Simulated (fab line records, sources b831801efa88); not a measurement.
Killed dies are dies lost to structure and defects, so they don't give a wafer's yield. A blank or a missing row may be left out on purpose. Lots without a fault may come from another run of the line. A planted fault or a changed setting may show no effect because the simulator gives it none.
Which tool did it? | flow sky130 | 14 lots, 42 wafers sampled, at 4 steps of a route of 708

WHAT THE GAUGES READ, wafer by wafer
SKY_SONOS_ONO_THK_MEAS_05. Usual: SONOS_ONO_CVD_04_THK 5.74 nm, standard deviation 0.11.
lot  | measured     | on            | SONOS_ONO_CVD_04_THK (nm) | flag
L182 | day 11 22:58 | film_metro-04 | 5.78 5.95 5.95            |
L185 | day 12 16:49 | film_metro-03 | 5.85 5.76 5.83            |
L186 | day 13 06:42 | film_metro-01 | 5.75 5.79 5.82            |
L187 | day 13 06:43 | film_metro-03 | 5.72 5.73 5.77            |
L188 | day 13 18:21 | film_metro-03 | 5.89 5.79 5.82            |
L189 | day 13 21:48 | film_metro-01 | 5.77 5.73 5.76            |
L190 | day 14 06:29 | film_metro-03 | 5.62 5.51 5.56            |
L191 | day 14 13:04 | film_metro-01 | 5.75 5.75 5.75            |
L192 | day 14 20:10 | film_metro-03 | 5.81 5.80 5.88            |
L193 | day 15 01:47 | film_metro-01 | 5.88 5.84 5.92            |
L196 | day 16 06:49 | film_metro-04 | 5.64 5.71 5.61            |
L202 | day 18 04:20 | film_metro-03 | 5.67 5.72 5.74            |
L203 | day 18 20:59 | film_metro-04 | 5.61 5.68 5.57            |
L205 | day 19 20:24 | film_metro-03 | 5.85 5.97 5.85            |

SKY_SONOS_ONO_CD_MEAS_13: target cd 410 nm. Usual: cd_nm 409.1 nm, standard deviation 2.6.
lot  | measured     | on        | cd_nm (nm)        | flag
L182 | day 12 21:50 | cd_sem-02 | 408.0 409.9 408.1 |
L185 | day 13 17:17 | cd_sem-01 | 410.1 409.7 408.6 |
L186 | day 14 08:04 | cd_sem-02 | 411.0 411.8 411.4 |
L187 | day 14 08:10 | cd_sem-01 | 412.5 412.1 409.8 |
L188 | day 14 20:23 | cd_sem-02 | 408.7 410.4 411.3 |
L189 | day 14 22:38 | cd_sem-02 | 410.1 409.0 410.4 |
L190 | day 15 09:29 | cd_sem-01 | 405.7 409.2 406.3 |
L191 | day 15 15:16 | cd_sem-02 | 410.6 411.3 409.6 |
L192 | day 15 23:10 | cd_sem-01 | 412.4 409.9 410.0 |
L193 | day 16 05:05 | cd_sem-01 | 409.5 408.7 411.6 |
L196 | day 17 11:50 | cd_sem-01 | 412.7 411.6 412.9 |
L202 | day 19 11:04 | cd_sem-02 | 405.4 404.6 405.7 |
L203 | day 20 04:04 | cd_sem-01 | 411.6 411.5 409.5 |
L205 | day 21 02:31 | cd_sem-01 | 409.8 410.9 413.4 |

SKY_POLY_GATE_THK_MEAS_04. Usual: POLY_GATE_CVD_03_THK 75.1 nm, standard deviation 0.77.
lot  | measured     | on            | POLY_GATE_CVD_03_THK (nm) | flag
L182 | day 15 21:21 | film_metro-03 | 74.0 73.5 74.6            |
L185 | day 16 11:03 | film_metro-01 | 73.3 72.8 73.3            |
L186 | day 16 23:08 | film_metro-03 | 75.3 75.0 75.1            |
L187 | day 17 02:43 | film_metro-01 | 76.3 76.3 77.5            |
L188 | day 17 12:58 | film_metro-03 | 74.0 74.6 74.9            |
L189 | day 17 17:48 | film_metro-03 | 74.2 74.3 73.7            |
L190 | day 18 04:25 | film_metro-02 | 75.8 75.8 76.1            |
L191 | day 18 12:22 | film_metro-01 | 75.5 75.2 74.6            |
L192 | day 18 18:39 | film_metro-02 | 73.9 74.3 74.0            |
L193 | day 19 05:09 | film_metro-01 | 75.1 75.4 75.5            |
L196 | day 20 14:18 | film_metro-03 | 75.5 74.5 75.5            |
L205 | day 23 22:31 | film_metro-01 | 76.1 76.3 76.5            |

WHICH TOOL RAN EACH LOT (tool, then ch and the chambers of the sampled wafers, then the start)
lot  | SKY_GATE_OXIDE_WET_ETCH_12
L182 | wet_bench-01 ch 0, day 14 08:34
L185 | wet_bench-01 ch 1, day 15 01:07
L186 | wet_bench-04 ch 0, day 15 14:25
L187 | wet_bench-04 ch 0, day 15 14:46
L188 | wet_bench-04 ch 1, day 16 02:43
L189 | wet_bench-01 ch 3, day 16 04:40
L190 | wet_bench-02 ch 3, day 16 16:07
L191 | wet_bench-01 ch 0, day 16 23:22
L192 | wet_bench-04 ch 1, day 17 05:49
L193 | wet_bench-02 ch 0, day 17 16:49
L196 | wet_bench-01 ch 1, day 18 20:13
L202 | wet_bench-04 ch 0, day 20 20:07
L203 | wet_bench-04 ch 1, day 21 15:00
L205 | wet_bench-01 ch 1, day 22 11:40
- SKY_GATE_OXIDE_WET_ETCH_12: etches SiO2 in dHF, target depth 16.8 nm, time 336 s.

WHAT THE TOOLS THEMSELVES READ (means of the sampled wafers that have a number; where no wafer has one, the mark that the record gives instead)
SKY_GATE_OXIDE_WET_ETCH_12. Usual: bath_heat_duty_pct 6.0 %, standard deviation 0.87; run_length_s 365 s, standard deviation 3.6.
lot  | tool         | bath_heat_duty_pct (%) | run_length_s (s) | flag
L182 | wet_bench-01 | 5.3                    | 362              |
L185 | wet_bench-01 | 4.8                    | 361              |
L186 | wet_bench-04 | 5.6                    | 363              |
L187 | wet_bench-04 | 5.7                    | 363              |
L188 | wet_bench-04 | 6.6                    | 362              |
L189 | wet_bench-01 | 7.1                    | 363              |
L190 | wet_bench-02 | 6.6                    | 368              |
L191 | wet_bench-01 | 5.4                    | 369              |
L192 | wet_bench-04 | 5.8                    | 361              |
L193 | wet_bench-02 | 6.6                    | 362              |
L196 | wet_bench-01 | 4.7                    | 361              |
L202 | wet_bench-04 | 6.3                    | 184              | OFF
L203 | wet_bench-04 | 5.9                    | 182              | OFF
L205 | wet_bench-01 | 4.8                    | 361              |

THE ANSWER, worked out from the rows above alone
Rule: a lot is off if the mean of its wafers that have a number lies more than 3 standard deviations from the usual mean. A lot without any number at a reading at which 4 lots or more have one is off too. The other lots that the step has rows for count as sound. The gauges are gone through in route order, then the tools' own readings, and for those a lot's mean is taken as printed above. The first step at which some lot is off is used, and at that step the reading that is off furthest; a lot without a number counts as furthest.
Off: L202, L203, at SKY_GATE_OXIDE_WET_ETCH_12 (run_length_s).
A tool fits if, at that step or a process step before it, it ran every lot that is off, and no sound lot after the first of them. One fits: wet_bench-04 at SKY_GATE_OXIDE_WET_ETCH_12. Its last sound lot is L192 (day 17 05:49), its first lot that is off L202 (day 20 20:07): a fault that began between those two fits.
The tool's own readings at SKY_GATE_OXIDE_WET_ETCH_12 bear it out: on the lots that are off they differ by more than 5 times the standard deviation of the sound lots' means. run_length_s reads 183 s there against 363 s on the sound lots.

WHAT THE SIMULATOR HAD PUT IN
Process parameter drift: wet_bench-04, from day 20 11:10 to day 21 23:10, at SKY_GATE_OXIDE_WET_ETCH_12. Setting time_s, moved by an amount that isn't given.
Lots struck among those shown: L202, L203. The rule above found the same.
